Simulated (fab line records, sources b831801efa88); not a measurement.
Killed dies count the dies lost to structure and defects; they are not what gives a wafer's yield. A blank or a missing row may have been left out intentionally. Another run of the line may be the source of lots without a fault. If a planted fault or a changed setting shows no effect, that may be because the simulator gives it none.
Chamber matching ; flow sky130 ; 4 sister chambers for SKY_VIA2_CMP_02 on cmp-01
The step polishes SiO2. 8 wafers are shown with their chamber, then 8 later ones without.

EACH WAFER AND ITS CHAMBER
wafer;chamber;motorCurrentA (A);platenRpm (rpm)
L634.2;3;9.4;60.05
L639.3;1;13.6;60.01
L639.4;3;9.7;60.05
L639.5;2;15.4;60.06
L644.1;1;13.8;60.00
L644.2;2;15.7;59.99
L644.6;0;12.3;59.94
L645.1;0;11.9;60.03

WAFERS WITHOUT THEIR CHAMBER
wafer;motorCurrentA (A);platenRpm (rpm)
L645.2;15.0;60.02
L645.4;9.7;59.98
L646.3;13.7;59.96
L646.4;9.7;59.99
L646.6;13.2;59.98
L647.1;11.7;59.98
L647.3;15.3;60.00
L647.4;13.7;59.93

THE CHAMBER EACH PASSED THROUGH
wafer;from the rows above;in truth
L645.2;2;2
L645.4;3;3
L646.3;1;1
L646.4;3;3
L646.6;1;1
L647.1;0;0
L647.3;2;2
L647.4;1;1
Placed correctly: 8 of 8. Number that these rows cannot place: 0. Placed wrongly: 0.
How it was worked out, from the rows above alone: a wafer's distance from a chamber is the root of the sum, over the readings, of the square of ((its reading less the chamber's mean) divided by the reading's scatter). The wafer belongs to the nearest chamber; if the next one is less than 2 further off, it can't be placed. The mean given for a chamber averages the wafers shown for that chamber. The scatter: take each reading less its chamber's mean, square it, sum over the shown wafers, divide by the number of wafers less the number of chambers, and take the root.
